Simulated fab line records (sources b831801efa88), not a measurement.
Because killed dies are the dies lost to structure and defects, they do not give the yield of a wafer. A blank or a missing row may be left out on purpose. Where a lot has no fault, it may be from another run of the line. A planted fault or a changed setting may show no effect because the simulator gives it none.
fab line records | flow sky130
[record] lots = 7 | wafers = 18 | lastDay = 49
route steps=708 shown LI_CONTACT@383 LOCAL_INTERCONNECT@387 PAD_OPEN@708
lots with no fault: from the same line, run without faults
startH: hours from the record's opening day to when the first of the lot's shown wafers began | waitH: time in hours since the lot's previous step | " same as the row above | L1.1+2: a single row standing in for several wafers | - no value, or no start given | * or withheld: withheld | < > ~ a bound
route shown NAME@n: a module of which the file shows steps, and the number in the route of the first | usual: the fault-free wafers' mean and standard deviation | same: alike in all rows | chamber/n: place in a boat | sites: readings site by site | _std_site: standard deviation of those values | _edge_site: inner sites' mean taken away from outer sites' mean | radiusMm: how far each site lies from the wafer's centre | mask NAME#n: copy n | behind: the last tool/chamber to shape the wafer | hold: cause of the lot's hold/its duration in hours/its outcome | device: whichever transistor did not switch (one of n, p or np) | end of line: the same wafers' tests at the end of the route | a step without rows: its recipe alone | killed: not the wafer's yield, but the dies lost to structure and defects at the first sort | map: a wafer's dies, x killed, . not, _ none there
set.NAME: the setting the step ran with; set.NAME@STEP: the setting that earlier step ran with | model.NAME: the simulator's own value behind a step, which no gauge read
lots seen at some steps along the route; tables by step, rows by wafer
services: a tool's chamber out of use, with start hour (startH, from the record's first day; less than 0 if before it), hours out, and reason
[[steps]]
[step SKY_LI_CONTACT_CVD_21]
[recipe] material = W | targetThkNm = 400 | timeS = 120.56 | tempC = 400 | pressureTorr = 40
[usual] chamberPressureTorr = 39.99/0.081 | heaterPowerW = 852/59
lot.wafer | tool    | chamber | startH | waitH | chamberPressureTorr | heaterPowerW
L537.2    | cvdW-02 | 0       | 707.61 | 0.0   | 40.00               | 881
L537.3    | "       | 0       | "      | "     | 40.00               | 902
L537.6    | "       | 1       | "      | "     | 39.91               | 860
L540.2    | cvdW-02 | 0       | 749.13 | 0.0   | 39.90               | 924
L540.3    | "       | 0       | "      | "     | 40.03               | 884
L540.6    | "       | 0       | "      | "     | 39.78               | 898
L545.1    | cvdW-01 | 1       | 771.32 | 0.0   | 40.02               | 882
L545.2    | "       | 0       | "      | "     | 40.00               | 757
L545.4    | "       | 0       | "      | "     | 39.98               | 764
L544.1    | cvdW-02 | 1       | 773.26 | 0.0   | 39.97               | 871
L544.5    | "       | 1       | "      | "     | 39.96               | 854
L546.1    | cvdW-02 | 1       | 802.88 | 0.0   | 40.00               | 867
L546.2    | "       | 0       | "      | "     | 40.02               | 931
L551.1    | cvdW-02 | 1       | 804.06 | 0.0   | 40.04               | 889
L551.2    | "       | 0       | "      | "     | 39.92               | 915
L553.1    | cvdW-02 | 0       | 822.83 | 0.0   | 39.94               | 909
L553.2    | "       | 1       | "      | "     | 39.96               | 877
L553.5    | "       | 0       | "      | "     | 39.96               | 895
[step SKY_LI_CONTACT_RS_MEAS_22]
[recipe] thkMeasGauge = four-point-probe | reads = W_of_LI_CONTACT_CVD_21+TiN_of_LI_CONTACT_SPUTTER_20+Ti_of_LI_CONTACT_SPUTTER_19
[usual] LI_CONTACT_W_RS = 0.283/0.0035
lot.wafer | tool         | chamber | startH | waitH | LI_CONTACT_W_RS[ohm/sq]
L537.2    | filmMetro-02 | -       | 707.75 | 0.1   | 0.276
L537.3    | "            | -       | "      | "     | 0.278
L537.6    | "            | -       | "      | "     | 0.282
L540.2    | filmMetro-03 | -       | 749.28 | 0.1   | 0.275
L540.3    | "            | -       | "      | "     | 0.275
L540.6    | "            | -       | "      | "     | 0.279
L545.1    | filmMetro-02 | -       | 771.44 | 0.1   | 0.281
L545.2    | "            | -       | "      | "     | 0.286
L545.4    | "            | -       | "      | "     | 0.287
L544.1    | filmMetro-02 | -       | 773.39 | 0.1   | 0.285
L544.5    | "            | -       | "      | "     | 0.285
L546.1    | filmMetro-01 | -       | 803.00 | 0.1   | 0.283
L546.2    | "            | -       | "      | "     | 0.276
L551.1    | filmMetro-01 | -       | 804.18 | 0.1   | 0.279
L551.2    | "            | -       | "      | "     | 0.274
L553.1    | filmMetro-02 | -       | 822.96 | 0.1   | 0.278
L553.2    | "            | -       | "      | "     | 0.284
L553.5    | "            | -       | "      | "     | 0.276
[step SKY_LI_CONTACT_THK_MEAS_23]
[recipe] thkMeasGauge = xrf | reads = W_of_LI_CONTACT_CVD_21
[usual] LI_CONTACT_W_THK = 411/5.8
lot.wafer | tool         | chamber | startH | waitH | LI_CONTACT_W_THK[nm]
L537.2    | filmMetro-02 | -       | 707.86 | 0.1   | 414
L537.3    | "            | -       | "      | "     | 413
L537.6    | "            | -       | "      | "     | 409
L540.2    | filmMetro-03 | -       | 749.39 | 0.1   | 426
L540.3    | "            | -       | "      | "     | 427
L540.6    | "            | -       | "      | "     | 416
L545.1    | filmMetro-02 | -       | 771.56 | 0.1   | 415
L545.2    | "            | -       | "      | "     | 404
L545.4    | "            | -       | "      | "     | 403
L544.1    | filmMetro-02 | -       | 773.51 | 0.1   | 406
L544.5    | "            | -       | "      | "     | 404
L546.1    | filmMetro-01 | -       | 803.12 | 0.1   | 412
L546.2    | "            | -       | "      | "     | 420
L551.1    | filmMetro-01 | -       | 804.30 | 0.1   | 417
L551.2    | "            | -       | "      | "     | 421
L553.1    | filmMetro-02 | -       | 823.08 | 0.1   | 414
L553.2    | "            | -       | "      | "     | 405
L553.5    | "            | -       | "      | "     | 418
[step SKY_LI_CONTACT_CMP_24]
[recipe] stopOn = PSG | tOverpolishS = 20 | downForcePsi = 3.5 | platenRpm = 60 | targetThkNm = 0 | padVelocityMS = 0.94248
[usual] headPressurePsi = 3.501/0.0079 | motorCurrentA = 10.6/1.6 | overpolishRunS = 20.001/0.009 | slurryFilterDpKPa = 13.52/0.15 | timeToEndpointS = 97/4
lot.wafer | tool   | chamber | startH | waitH | headPressurePsi | motorCurrentA | overpolishRunS | slurryFilterDpKPa | timeToEndpointS
L537.3    | cmp-01 | 1       | 708.01 | 0.1   | 3.484           | 11.0          | 20.004         | 13.61             | 99
L537.2    | "      | 2       | "      | "     | 3.498           | 11.1          | 19.990         | 13.51             | 104
L537.6    | "      | 3       | "      | "     | 3.502           | 9.4           | 20.001         | 13.44             | 100
L540.3    | cmp-02 | 0       | 749.49 | 0.1   | 3.503           | 10.5          | 19.989         | 13.46             | 103
L540.2    | "      | 2       | "      | "     | 3.513           | 13.6          | 20.006         | 13.40             | 102
L540.6    | "      | 3       | "      | "     | 3.503           | 11.0          | 19.996         | 13.43             | 105
L545.1    | cmp-02 | 0       | 771.62 | 0.1   | 3.505           | 10.2          | 20.001         | 13.50             | 101
L545.2    | "      | 1       | "      | "     | 3.497           | 10.3          | 19.990         | 13.34             | 97
L545.4    | "      | 3       | "      | "     | 3.491           | 10.5          | 20.000         | 13.18             | 94
L544.1    | cmp-01 | 3       | 773.72 | 0.2   | 3.504           | 9.1           | 19.995         | 13.41             | 91
L544.5    | "      | 0       | "      | "     | 3.518           | 7.9           | 19.998         | 13.68             | 94
L546.2    | cmp-02 | 0       | 803.18 | 0.0   | 3.498           | 10.6          | 19.979         | 13.68             | 101
L546.1    | "      | 1       | "      | "     | 3.488           | 10.0          | 19.988         | 13.70             | 99
L551.2    | cmp-02 | 0       | 804.36 | 0.0   | 3.510           | 11.0          | 19.998         | 13.35             | 100
L551.1    | "      | 2       | "      | "     | 3.499           | 13.6          | 19.985         | 13.49             | 94
L553.2    | cmp-02 | 0       | 823.14 | 0.0   | 3.505           | 10.6          | 19.995         | 13.21             | 101
L553.1    | "      | 2       | "      | "     | 3.506           | 14.0          | 20.005         | 13.47             | 99
L553.5    | "      | 0       | "      | "     | 3.506           | 11.0          | 19.988         | 13.46             | 103
[step SKY_LOCAL_INTERCONNECT_SPUTTER_00]
[recipe] material = TiN | targetThkNm = 100 | tempC = 300 | powerW = 6500 | timeS = 83.3 | chamberPressurePa = 0.4
[usual] throttleValvePct = 30.2/0.77
lot.wafer | tool          | chamber | startH | waitH | throttleValvePct
L537.2    | pvdSputter-04 | -       | 708.21 | 0.1   | 30.1
L537.3    | "             | -       | "      | "     | 29.8
L537.6    | "             | -       | "      | "     | 30.0
L540.2    | pvdSputter-04 | -       | 749.74 | 0.1   | 30.1
L540.3    | "             | -       | "      | "     | 30.2
L540.6    | "             | -       | "      | "     | 29.8
L545.1    | pvdSputter-01 | -       | 771.92 | 0.2   | 30.1
L545.2    | "             | -       | "      | "     | 29.8
L545.4    | "             | -       | "      | "     | 29.1
L544.1    | pvdSputter-04 | -       | 773.87 | 0.1   | 30.4
L544.5    | "             | -       | "      | "     | 29.9
L546.1    | pvdSputter-04 | -       | 803.48 | 0.2   | 30.4
L546.2    | "             | -       | "      | "     | 30.0
L551.1    | pvdSputter-01 | -       | 804.66 | 0.1   | 30.0
L551.2    | "             | -       | "      | "     | 30.1
L553.1    | pvdSputter-02 | -       | 823.44 | 0.1   | 31.4
L553.2    | "             | -       | "      | "     | 31.9
L553.5    | "             | -       | "      | "     | 30.9
[step SKY_LOCAL_INTERCONNECT_RS_MEAS_01]
[recipe] thkMeasGauge = four-point-probe | reads = TiN_of_LOCAL_INTERCONNECT_SPUTTER_00
[usual] LOCAL_INTERCONNECT_TIN_RS = 14.14/0.14
lot.wafer | tool         | chamber | startH | waitH | LOCAL_INTERCONNECT_TIN_RS[ohm/sq]
L537.2    | filmMetro-02 | -       | 708.30 | 0.1   | 14.16
L537.3    | "            | -       | "      | "     | 14.22
L537.6    | "            | -       | "      | "     | 14.23
L540.2    | filmMetro-04 | -       | 749.82 | 0.1   | 14.37
L540.3    | "            | -       | "      | "     | 14.17
L540.6    | "            | -       | "      | "     | 14.25
L545.1    | filmMetro-01 | -       | 771.99 | 0.0   | 14.29
L545.2    | "            | -       | "      | "     | 14.07
L545.4    | "            | -       | "      | "     | 14.09
L544.1    | filmMetro-01 | -       | 773.93 | 0.0   | 14.19
L544.5    | "            | -       | "      | "     | 14.05
L546.1    | filmMetro-02 | -       | 803.55 | 0.0   | 14.11
L546.2    | "            | -       | "      | "     | 14.18
L551.1    | filmMetro-01 | -       | 804.73 | 0.0   | 14.14
L551.2    | "            | -       | "      | "     | 14.06
L553.1    | filmMetro-04 | -       | 823.50 | 0.0   | 14.37
L553.2    | "            | -       | "      | "     | 14.17
L553.5    | "            | -       | "      | "     | 14.19
[step SKY_LOCAL_INTERCONNECT_THK_MEAS_02]
[recipe] thkMeasGauge = xrf | reads = TiN_of_LOCAL_INTERCONNECT_SPUTTER_00
[usual] LOCAL_INTERCONNECT_TIN_THK = 100.8/0.93
lot.wafer | tool         | chamber | startH | waitH | LOCAL_INTERCONNECT_TIN_THK[nm]
L537.2    | filmMetro-02 | -       | 708.41 | 0.1   | 101.1
L537.3    | "            | -       | "      | "     | 101.0
L537.6    | "            | -       | "      | "     | 100.7
L540.2    | filmMetro-04 | -       | 749.93 | 0.1   | 99.6
L540.3    | "            | -       | "      | "     | 100.9
L540.6    | "            | -       | "      | "     | 100.7
L545.1    | filmMetro-01 | -       | 772.11 | 0.1   | 99.1
L545.2    | "            | -       | "      | "     | 100.7
L545.4    | "            | -       | "      | "     | 101.2
L544.1    | filmMetro-01 | -       | 774.05 | 0.1   | 100.4
L544.5    | "            | -       | "      | "     | 100.8
L546.1    | filmMetro-02 | -       | 803.67 | 0.1   | 101.8
L546.2    | "            | -       | "      | "     | 101.3
L551.1    | filmMetro-01 | -       | 804.85 | 0.1   | 100.5
L551.2    | "            | -       | "      | "     | 101.1
L553.1    | filmMetro-04 | -       | 823.62 | 0.1   | 100.0
L553.2    | "            | -       | "      | "     | 101.2
L553.5    | "            | -       | "      | "     | 101.2
[step SKY_LOCAL_INTERCONNECT_DEHYDRATE_03]
[recipe] tempC = 200 | timeS = 60
[step SKY_LOCAL_INTERCONNECT_HMDS_04]
[recipe] primeTimeS = 60 | primeTempC = 120
[step SKY_LOCAL_INTERCONNECT_COAT_05]
[recipe] resist = BARC | tempC = withheld | timeS = withheld | spinRpm = 3000 | resistThkNm = 60
[step SKY_LOCAL_INTERCONNECT_COAT_06]
[recipe] resist = KrF-thick | spinRpm = 3000 | resistThkNm = 450
[step SKY_LOCAL_INTERCONNECT_SOFTBAKE_07]
[recipe] tempC = 100 | timeS = 90 | resist = KrF-thick
[step SKY_LOCAL_INTERCONNECT_EXPOSE_08]
[recipe] maskId = LI1M | na = 0.8 | sourceShape = annular | sigmaInner = 0.55 | sigmaOuter = 0.85 | targetCdNm = 170 | doseMj = 28
lot.wafer  | tool          | chamber | startH | waitH | mask
L537.2+3+6 | krfScanner-01 | 0       | 722.46 | -     | LI1M#0
L540.2+3+6 | krfScanner-02 | 0       | 763.99 | -     | LI1M#0
L545.1+2+4 | krfScanner-02 | 0       | 785.64 | -     | LI1M#0
L544.1+5   | krfScanner-02 | 0       | 787.15 | -     | LI1M#0
L546.1+2   | krfScanner-02 | 0       | 817.97 | -     | LI1M#0
L551.1+2   | krfScanner-02 | 0       | 818.87 | -     | LI1M#0
L553.1+2+5 | krfScanner-01 | 0       | 837.53 | -     | LI1M#0
[step SKY_LOCAL_INTERCONNECT_PEB_09]
[recipe] pebTempC = withheld | pebTimeS = withheld | resist = KrF-thick
[step SKY_LOCAL_INTERCONNECT_DEVELOP_10]
[recipe] developTimeS = 60 | resist = KrF-thick | devTempC = 21
[step SKY_LOCAL_INTERCONNECT_CD_MEAS_11]
[recipe] targetCdNm = 170
[usual] cdNm = 170.4/1.6
lot.wafer | tool     | chamber | startH | waitH | cdNm
L537.2    | cdSem-02 | -       | 735.27 | -     | 171.0
L537.3    | "        | -       | "      | "     | 169.8
L537.6    | "        | -       | "      | "     | 170.0
L540.2    | cdSem-02 | -       | 776.57 | -     | 168.7
L540.3    | "        | -       | "      | "     | 169.8
L540.6    | "        | -       | "      | "     | 170.6
L545.1    | cdSem-01 | -       | 796.89 | -     | 171.7
L545.2    | "        | -       | "      | "     | 172.8
L545.4    | "        | -       | "      | "     | 173.9
L544.1    | cdSem-02 | -       | 799.25 | -     | 133.8
L544.5    | "        | -       | "      | "     | 134.9
L546.1    | cdSem-01 | -       | 829.69 | -     | 136.7
L546.2    | "        | -       | "      | "     | 169.0
L551.1    | cdSem-01 | -       | 831.25 | -     | 138.6
L551.2    | "        | -       | "      | "     | 170.7
L553.1    | cdSem-01 | -       | 849.05 | -     | 169.1
L553.2    | "        | -       | "      | "     | 170.1
L553.5    | "        | -       | "      | "     | 168.9
[step SKY_LOCAL_INTERCONNECT_OVL_MEAS_12]
[usual] LOCAL_INTERCONNECT_OVL = -4/5.4
lot.wafer | tool       | chamber | startH | waitH | LOCAL_INTERCONNECT_OVL[nm]
L537.2    | overlay-01 | -       | 735.37 | 0.1   | -3
L537.3    | "          | -       | "      | "     | -12
L537.6    | "          | -       | "      | "     | -11
L540.2    | overlay-02 | -       | 776.67 | 0.1   | -1
L540.3    | "          | -       | "      | "     | 1
L540.6    | "          | -       | "      | "     | 2
L545.1    | overlay-01 | -       | 797.01 | 0.1   | -9
L545.2    | "          | -       | "      | "     | 5
L545.4    | "          | -       | "      | "     | 2
L544.1    | overlay-02 | -       | 799.37 | 0.1   | 4
L544.5    | "          | -       | "      | "     | 0
L546.1    | overlay-01 | -       | 829.81 | 0.1   | -2
L546.2    | "          | -       | "      | "     | -3
L551.1    | overlay-02 | -       | 831.37 | 0.1   | -12
L551.2    | "          | -       | "      | "     | 2
L553.1    | overlay-01 | -       | 849.17 | 0.1   | -7
L553.2    | "          | -       | "      | "     | -8
L553.5    | "          | -       | "      | "     | -2
[step SKY_LOCAL_INTERCONNECT_ETCH_13]
[recipe] chemistry = N2/H2 | target = BARC | ionEnergyEv = 200 | biasW = 100 | pressureMtorr = 30 | n2FlowSccm = 100 | h2FlowSccm = 200 | icpW = 500 | stopOn = SiO2 | timeS = 45.9 | targetDepthA = 600
[usual] drypumpMotorCurrentA = 5.94/0.26 | h2FlowSccm = 200.0/0.57 | oesProductAu = 0.855/0.0049 | throttleValvePct = 13.225/0.0089
lot.wafer | tool        | chamber | startH | waitH | drypumpMotorCurrentA | h2FlowSccm | oesProductAu | rfHoursCounterH | throttleValvePct | model.LOCAL_INTERCONNECT.cdNm
L537.2    | rieMetal-04 | 0       | 735.40 | 0.0   | 5.75                 | 200.6      | 0.847        | 11              | 13.223           | 171.1
L537.3    | "           | 0       | "      | "     | 5.74                 | 200.1      | 0.860        | -               | 13.203           | 169.5
L537.6    | "           | 1       | "      | "     | 5.79                 | 199.2      | 0.854        | -               | 13.233           | 169.9
L540.2    | rieMetal-04 | 1       | 776.70 | 0.0   | 5.80                 | 200.0      | 0.856        | 15              | 13.231           | 168.8
L540.3    | "           | 1       | "      | "     | 5.80                 | 200.4      | 0.853        | -               | 13.231           | 170.2
L540.6    | "           | 0       | "      | "     | 5.76                 | 201.2      | 0.854        | -               | 13.233           | 170.9
L545.1    | rieMetal-03 | 1       | 797.05 | 0.0   | 6.39                 | 199.9      | 0.866        | 13              | 13.217           | 171.8
L545.2    | "           | 0       | "      | "     | 5.87                 | 199.5      | 0.859        | 13              | 13.218           | 171.8
L545.4    | "           | 1       | "      | "     | 6.39                 | 200.8      | 0.851        | -               | 13.227           | 173.5
L544.1    | rieMetal-02 | 0       | 799.41 | 0.0   | 6.15                 | 198.7      | 0.848        | 13              | 13.226           | 133.9
L544.5    | "           | 0       | "      | "     | 6.14                 | 200.1      | 0.853        | -               | 13.230           | 134.9
L546.1    | rieMetal-02 | 0       | 829.85 | 0.0   | 6.14                 | 199.3      | 0.852        | 15              | 13.208           | 136.7
L546.2    | "           | 1       | "      | "     | 5.64                 | 200.8      | 0.854        | 16              | 13.215           | 169
L551.1    | rieMetal-04 | 1       | 831.41 | 0.0   | 5.81                 | 200.3      | 0.846        | 1               | 13.226           | 138.8
L551.2    | "           | 0       | "      | "     | 5.77                 | 200.4      | 0.849        | 15              | 13.232           | 170.6
L553.1    | rieMetal-03 | 1       | 849.21 | 0.0   | 6.39                 | 200.2      | 0.854        | 15              | 13.222           | 169.5
L553.2    | "           | 0       | "      | "     | 5.82                 | 200.1      | 0.851        | 0               | 13.238           | 170.1
L553.5    | "           | 1       | "      | "     | 6.40                 | 200.1      | 0.865        | -               | 13.233           | 169.8
[step SKY_LOCAL_INTERCONNECT_METAL_ETCH_14]
[recipe] targetDepthNm = 110 | stopOn = PSG | chemistry = Cl2/BCl3 | target = TiN | resistSidewallDeg = 88 | pressureMtorr = 10 | icpW = 900 | biasW = 48.5 | Cl2_flow_sccm = 60 | bcl3FlowSccm = 30 | timeS = 31.4
[usual] drypumpMotorCurrentA = 5.93/0.27 | mfcCl2Sccm = 60.02/0.17 | oesProductAu = 0.942/0.007 | throttleValvePct = 21.902/0.0094
lot.wafer | tool        | chamber | startH | waitH | drypumpMotorCurrentA | mfcCl2Sccm | oesProductAu | rfHoursCounterH | throttleValvePct | model.LOCAL_INTERCONNECT.cdNm
L537.2    | rieMetal-04 | 0       | 735.46 | 0.0   | 5.75                 | 60.20      | 0.941        | 11              | 21.901           | 170.9
L537.3    | "           | 0       | "      | "     | 5.73                 | 59.92      | 0.934        | -               | 21.914           | 169.8
L537.6    | "           | 1       | "      | "     | 5.77                 | 60.36      | 0.940        | -               | 21.897           | 170
L540.2    | rieMetal-04 | 1       | 776.76 | 0.0   | 5.77                 | 60.01      | 0.930        | 15              | 21.916           | 168.5
L540.3    | "           | 1       | "      | "     | 5.77                 | 60.21      | 0.944        | -               | 21.902           | 170.2
L540.6    | "           | 0       | "      | "     | 5.74                 | 59.89      | 0.930        | -               | 21.899           | 169.9
L545.1    | rieMetal-03 | 1       | 797.11 | 0.0   | 6.41                 | 60.13      | 0.933        | 13              | 21.911           | 172.1
L545.2    | "           | 0       | "      | "     | 5.81                 | 60.18      | 0.942        | 13              | 21.896           | 171.2
L545.4    | "           | 1       | "      | "     | 6.42                 | 59.78      | 0.944        | -               | 21.895           | 173.4
L544.1    | rieMetal-02 | 0       | 799.47 | 0.0   | 6.15                 | 60.15      | 0.941        | 14              | 21.913           | 134.3
L544.5    | "           | 0       | "      | "     | 6.16                 | 60.26      | 0.950        | -               | 21.901           | 135
L546.1    | rieMetal-02 | 0       | 829.91 | 0.0   | 6.15                 | 59.90      | 0.947        | 15              | 21.902           | 136.6
L546.2    | "           | 1       | "      | "     | 5.62                 | 60.20      | 0.944        | 16              | 21.921           | 169.1
L551.1    | rieMetal-04 | 1       | 831.47 | 0.0   | 5.77                 | 59.98      | 0.957        | 1               | 21.885           | 138.7
L551.2    | "           | 0       | "      | "     | 5.73                 | 60.03      | 0.948        | 15              | 21.910           | 170
L553.1    | rieMetal-03 | 1       | 849.27 | 0.0   | 6.35                 | 60.14      | 0.932        | 15              | 21.910           | 169.7
L553.2    | "           | 0       | "      | "     | 5.84                 | 60.25      | 0.941        | 0               | 21.907           | 170
L553.5    | "           | 1       | "      | "     | 6.38                 | 60.00      | 0.935        | -               | 21.897           | 170
[step SKY_LOCAL_INTERCONNECT_STRIP_15]
[recipe] chemistry = O2/N2 | powerW = 1400 | pressureMtorr = 1500 | platenTempC = withheld | o2FlowSccm = 3000 | n2FlowSccm = 300 | overashFraction = 0.5
[usual] drypumpMotorCurrentA = 5.7/0.43 | o2FlowSccm = 3001/9 | oesProductAu = 0.427/0.0045 | stripTimeToEndpointS = 4.731/0.021
lot.wafer | tool           | chamber | startH | waitH | drypumpMotorCurrentA | o2FlowSccm | oesProductAu | rfHoursCounterH | stripTimeToEndpointS
L537.2    | plasmaAsher-01 | 1       | 735.52 | 0.0   | 6.2                  | 2998       | 0.425        | 27              | 4.700
L537.3    | "              | 0       | "      | "     | 5.2                  | 3019       | 0.424        | -               | 4.708
L537.6    | "              | 1       | "      | "     | 6.2                  | 3004       | 0.426        | -               | 4.684
L540.2    | plasmaAsher-03 | 1       | 776.82 | 0.0   | 5.6                  | 2998       | 0.433        | 96              | 4.739
L540.3    | "              | 0       | "      | "     | 6.2                  | 2994       | 0.419        | -               | 4.732
L540.6    | "              | 0       | "      | "     | 6.2                  | 2992       | 0.434        | -               | 4.759
L545.1    | plasmaAsher-01 | 1       | 797.16 | 0.0   | 6.2                  | 3003       | 0.422        | 35              | 4.705
L545.2    | "              | 0       | "      | "     | 5.3                  | 3008       | 0.428        | 35              | 4.704
L545.4    | "              | 1       | "      | "     | 6.2                  | 3002       | 0.434        | -               | 4.716
L544.1    | plasmaAsher-01 | 0       | 799.52 | 0.0   | 5.3                  | 3005       | 0.431        | 35              | 4.717
L544.5    | "              | 1       | "      | "     | 6.2                  | 2992       | 0.425        | -               | 4.736
L546.1    | plasmaAsher-01 | 0       | 829.96 | 0.0   | 5.3                  | 3016       | 0.426        | 38              | 4.743
L546.2    | "              | 1       | "      | "     | 6.2                  | 3007       | 0.426        | 38              | 4.751
L551.1    | plasmaAsher-03 | 0       | 831.52 | 0.0   | 6.1                  | 2996       | 0.425        | 100             | 4.696
L551.2    | "              | 1       | "      | "     | 5.6                  | 2995       | 0.430        | 100             | 4.725
L553.1    | plasmaAsher-03 | 1       | 849.32 | 0.0   | 5.6                  | 2989       | 0.428        | 103             | 4.709
L553.2    | "              | 0       | "      | "     | 6.1                  | 3017       | 0.415        | 103             | 4.730
L553.5    | "              | 1       | "      | "     | 5.6                  | 2993       | 0.430        | -               | 4.729
[step SKY_PAD_OPEN_PROBE_99]
[usual] killed_at_M0_to_M3 = 44/6.9 | killed_at_M4_up = 3.3/1.7 | killedAtContacts = 24/5.5 | killedAtFrontEnd = 16/4.5 | killedAtOther = 0.2/0.46 | killedDies = 87/9.1 | killedOpen = 48/7.3 | killedShort = 39/6.2
[same] grossDies = 492 | killedAtBackSide = 0
lot.wafer | tool      | chamber | startH  | waitH | killed_at_M0_to_M3 | killed_at_M4_up | killedAtContacts | killedAtFrontEnd | killedAtOther | killedDies | killedOpen | killedShort
L537.2    | prober-02 | -       | 1098.42 | 0.1   | 49                 | 5               | 19               | 18               | 0             | 91         | 47         | 44
L537.3    | prober-02 | -       | 1098.47 | 0.2   | 49                 | 8               | 30               | 9                | 0             | 96         | 56         | 40
L537.6    | prober-02 | -       | 1098.62 | 0.2   | 58                 | 4               | 25               | 12               | 0             | 99         | 60         | 39
L551.1    | prober-01 | -       | 1169.42 | 0.1   | 38                 | 5               | 291              | 12               | 0             | 346        | 39         | 40
// killed by level:class
L537.2 VIA1:geometricParticle:open=11 METAL1:geometricParticle:short=9 FIELD_ISO:geometricParticle:open=7 FIELD_ISO:geometricParticle:short=7 CONTACT:geometricParticle:open=7 METAL2:geometricParticle:short=7 VIA2:geometricParticle:open=6 VIA3:geometricParticle:open=6
L537.3 VIA1:geometricParticle:open=21 CONTACT:geometricParticle:open=11 METAL4:geometricParticle:short=8 VIA2:geometricParticle:open=7 LI_CONTACT:geometricParticle:open=5 CONTACT:geometricParticle:short=5 VIA1:geometricParticle:short=5 METAL2:geometricParticle:short=5
L537.6 VIA1:geometricParticle:open=19 LI_CONTACT:geometricParticle:open=9 VIA2:geometricParticle:open=8 CONTACT:geometricParticle:open=7 VIA3:geometricParticle:open=6 VIA1:geometricParticle:short=5 METAL1:geometricParticle:short=5 METAL2:geometricParticle:short=5
L551.1 LOCAL_INTERCONNECT:areaExpose=267 CONTACT:geometricParticle:open=9 VIA1:geometricParticle:open=9 VIA2:geometricParticle:open=7 FIELD_ISO:geometricParticle:short=5 LI_CONTACT:geometricParticle:open=5 CONTACT:geometricParticle:short=5 METAL2:geometricParticle:short=5
[[services]]
tool           | chamber | startH | hours | kind
cmp-02         | -       | 687.29 | 3.5   | repair
cmp-02         | -       | 688.79 | 3.8   | repair
rieMetal-03    | -       | 702.50 | 2.8   | pm
krfScanner-02  | -       | 714.56 | 0.5   | repair
krfScanner-02  | -       | 715.08 | 2.1   | repair
rieMetal-03    | 0       | 728.97 | 12.9  | repair
plasmaAsher-03 | -       | 732.74 | 14.6  | pm
cmp-02         | -       | 735.54 | 4.9   | pm
cmp-02         | -       | 744.37 | 4.0   | pm
krfScanner-02  | -       | 764.97 | 1.1   | repair
krfScanner-02  | -       | 775.82 | 1.0   | repair
krfScanner-02  | -       | 779.71 | 1.3   | pm
krfScanner-02  | -       | 787.96 | 10.1  | repair
krfScanner-02  | -       | 792.37 | 0.8   | repair
krfScanner-02  | -       | 798.10 | 0.8   | pm
krfScanner-02  | -       | 798.85 | 1.0   | pm
plasmaAsher-03 | -       | 812.74 | 8.1   | repair
pvdSputter-04  | -       | 819.20 | 1.4   | repair
krfScanner-02  | -       | 823.45 | 0.6   | repair
krfScanner-02  | -       | 826.94 | 0.8   | repair
cvdW-02        | -       | 827.84 | 0.3   | repair
cmp-02         | -       | 829.58 | 0.8   | repair
krfScanner-02  | -       | 834.35 | 4.0   | pm
krfScanner-02  | -       | 838.37 | 7.2   | pm
[[key]]
[firstSign] step = SKY_LOCAL_INTERCONNECT_CD_MEAS_11 | reading = cdNm | direction = down | sigmas = 22 | usual = 170.4 | struck = 136.0
[effect] step = SKY_PAD_OPEN_PROBE_99 | reading = killedAtContacts | direction = up | sigmas = 48 | usual = 24 | struck = 291
[modelEffect] step = SKY_LOCAL_INTERCONNECT_ETCH_13 | value = LOCAL_INTERCONNECT.cdNm | without = 169.6 | struck = 136.1
[modelEffect] step = SKY_LOCAL_INTERCONNECT_METAL_ETCH_14 | value = LOCAL_INTERCONNECT.cdNm | without = 169.7 | struck = 136.2
metAt SKY_LOCAL_INTERCONNECT_EXPOSE_08
struckWafers L544.1,L544.5,L546.1,L551.1
laterRowsLeftOut L544.1,L544.5,L546.1,L551.1
sortLeftOut L544.1,L544.5,L546.1
testerLeftOut L544,L546,L551
onsetBetween 785.64 787.15
[fault] kind = processParameterDrift | tool = krfScanner-02 | chamber = - | onsetH = 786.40 | steps = SKY_LOCAL_INTERCONNECT_EXPOSE_08 | channel = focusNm | offset = 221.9 | shape = step | endH = 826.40 | scope = struckWafersOnly
// testerLeftOut: of these lots the tester's yield and bins aren't shown, on N5 and GAA mostly nor the transistor test; their killed dies are dies lost to structure and defects alone, not to doping, threshold or leakage, so they don't give the yield
// sortLeftOut: the simulated sort isn't trusted on such a fault, so these wafers' sort isn't shown, and their yield isn't known
// laterRowsLeftOut: the simulator's readings of these wafers behind a module that went badly wrong aren't trusted and aren't shown, but for the sort
